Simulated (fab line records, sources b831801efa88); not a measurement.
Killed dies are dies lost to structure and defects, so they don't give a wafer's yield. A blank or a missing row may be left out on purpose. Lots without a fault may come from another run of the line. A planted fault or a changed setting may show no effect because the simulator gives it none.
Which tool did it? | flow gf180mcu | 24 lots, 72 wafers sampled, at 2 steps of a route of 602

WHAT THE GAUGES READ, wafer by wafer
GF_V2_OVL_MEAS_15.
lot  | measured     | on         | V2_OVL (nm)
L074 | day 20 03:50 | overlay-02 | -7 1 -6
L075 | day 20 15:53 | overlay-02 | -6 -2 -3
L076 | day 21 17:50 | overlay-01 | -5 -9 -10
L077 | day 21 21:59 | overlay-02 | -5 1 3
L078 | day 22 01:32 | overlay-02 | 7 1 -2
L079 | day 22 05:56 | overlay-02 | -13 -8 -12
L080 | day 22 10:26 | overlay-02 | -1 1 -8
L081 | day 23 11:55 | overlay-01 | 11 11 9
L082 | day 23 15:03 | overlay-01 | 4 -4 6
L083 | day 24 07:38 | overlay-02 | -2 -3 -3
L084 | day 24 09:59 | overlay-02 | 11 3 8
L085 | day 24 10:38 | overlay-01 | 1 0 0
L086 | day 24 12:47 | overlay-01 | -3 0 -3
L087 | day 25 08:18 | overlay-02 | 12 8 5
L088 | day 25 10:32 | overlay-01 | 3 -1 -4
L089 | day 25 13:41 | overlay-01 | 3 -7 -3
L090 | day 26 07:11 | overlay-02 | -7 0 -1
L091 | day 27 04:23 | overlay-01 | -6 -4 -5
L092 | day 27 01:13 | overlay-02 | -2 0 6
L093 | day 27 05:31 | overlay-02 | -2 6 -5
L094 | day 27 08:07 | overlay-01 | -4 -1 -2
L095 | day 27 11:17 | overlay-01 | 7 0 8
L096 | day 27 12:13 | overlay-02 | -6 -3 -1
L097 | day 28 05:50 | overlay-01 | -3 4 -2

WHICH TOOL RAN EACH LOT (tool, then ch and the chambers of the sampled wafers, then the start)
lot  | GF_LVPWELL_STRIP_10
L074 | plasma_asher-04 ch 0,1, day 3 18:56
L075 | plasma_asher-03 ch 0,1, day 3 23:59
L076 | plasma_asher-01 ch 0,1, day 4 14:06
L077 | plasma_asher-03 ch 0,1, day 4 20:42
L078 | plasma_asher-03 ch 0,1, day 4 22:54
L079 | plasma_asher-04 ch 0, day 5 03:15
L080 | plasma_asher-03 ch 0,1, day 5 05:56
L081 | plasma_asher-03 ch 0,1, day 5 16:33
L082 | plasma_asher-04 ch 0,1, day 5 20:07
L083 | plasma_asher-04 ch 0,1, day 5 23:12
L084 | plasma_asher-01 ch 0,1, day 6 04:14
L085 | plasma_asher-04 ch 0,1, day 6 10:08
L086 | plasma_asher-01 ch 0,1, day 6 16:17
L087 | plasma_asher-04 ch 0,1, day 6 22:28
L088 | plasma_asher-03 ch 0,1, day 7 03:57
L089 | plasma_asher-03 ch 0,1, day 7 09:18
L090 | plasma_asher-01 ch 0,1, day 7 14:47
L091 | plasma_asher-04 ch 0,1, day 7 21:33
L092 | plasma_asher-01 ch 0,1, day 8 03:56
L093 | plasma_asher-04 ch 0,1, day 8 08:33
L094 | plasma_asher-01 ch 0,1, day 8 14:21
L095 | plasma_asher-04 ch 0,1, day 8 20:35
L096 | plasma_asher-03 ch 0,1, day 9 00:27
L097 | plasma_asher-04 ch 0,1, day 9 10:29
- GF_LVPWELL_STRIP_10: strips in O2/N2.

WHAT THE TOOLS THEMSELVES READ (means of the sampled wafers that have a number; where no wafer has one, the mark that the record gives instead)
GF_LVPWELL_STRIP_10.
lot  | tool            | drypump_motor_current_A (A) | heater_power_w (W) | oes_product_au (a.u.) | platen_temp_c (C) | strip_time_to_endpoint_s (s)
L074 | plasma_asher-04 | 5.6                         | 307                | 0.722                 | 249.88            | 36.95
L075 | plasma_asher-03 | 5.7                         | 332                | 0.721                 | 250.00            | 36.84
L076 | plasma_asher-01 | 6.3                         | 316                | 0.719                 | 250.20            | 37.01
L077 | plasma_asher-03 | 5.5                         | 315                | 0.720                 | 249.88            | 37.11
L078 | plasma_asher-03 | 5.5                         | 319                | 0.724                 | 250.07            | 37.02
L079 | plasma_asher-04 | 5.1                         | 400                | 0.715                 | 249.74            | 36.79
L080 | plasma_asher-03 | 5.7                         | 339                | 0.723                 | 250.01            | 36.91
L081 | plasma_asher-03 | 5.7                         | 330                | 0.722                 | 250.01            | 36.88
L082 | plasma_asher-04 | 5.6                         | 314                | 0.720                 | 249.90            | 36.83
L083 | plasma_asher-04 | 5.3                         | 360                | 0.723                 | 250.08            | 36.83
L084 | plasma_asher-01 | 6.2                         | 316                | 0.721                 | 249.72            | 37.06
L085 | plasma_asher-04 | 5.3                         | 355                | 0.725                 | 249.96            | 36.98
L086 | plasma_asher-01 | 6.2                         | 321                | 0.724                 | 249.90            | 36.87
L087 | plasma_asher-04 | 5.6                         | 313                | 0.725                 | 249.97            | 36.82
L088 | plasma_asher-03 | 5.7                         | 336                | 0.720                 | 249.84            | 36.90
L089 | plasma_asher-03 | 5.5                         | 319                | 0.725                 | 250.01            | 36.91
L090 | plasma_asher-01 | 6.2                         | 315                | 0.721                 | 250.01            | 36.86
L091 | plasma_asher-04 | 5.6                         | 308                | 0.721                 | 249.82            | 36.90
L092 | plasma_asher-01 | 6.3                         | 321                | 0.719                 | 249.86            | 36.98
L093 | plasma_asher-04 | 5.6                         | 306                | 0.724                 | 250.00            | 36.93
L094 | plasma_asher-01 | 6.3                         | 321                | 0.722                 | 250.18            | 36.86
L095 | plasma_asher-04 | 5.4                         | 360                | 0.730                 | 249.94            | 36.90
L096 | plasma_asher-03 | 5.7                         | 335                | 0.724                 | 250.00            | 37.00
L097 | plasma_asher-04 | 5.3                         | 350                | 0.721                 | 250.08            | 36.90

THE ANSWER, worked out from the rows above alone
Rule: what is usual is taken from the lots themselves. Put in order of their means at a reading, lots are off if they are a third of the lots or fewer, leave a main group of 4 or more, and stand apart from it by a gap of 3 or more times the standard deviation of the main group's means; of several such gaps the widest counts. A main group whose means are all the same, to the digits that the tables above print for the reading, isn't used. A lot without any number at a reading at which 4 lots or more have one is off too. The other lots that the step has rows for count as sound. The gauges are gone through in route order, then the tools' own readings, and for those a lot's mean is taken as printed above. The first step at which some lot is off is used, and at that step the reading that is off furthest; a lot without a number counts as furthest.
No lot is off at any reading shown: from this, nothing can be told.

WHAT THE SIMULATOR HAD PUT IN
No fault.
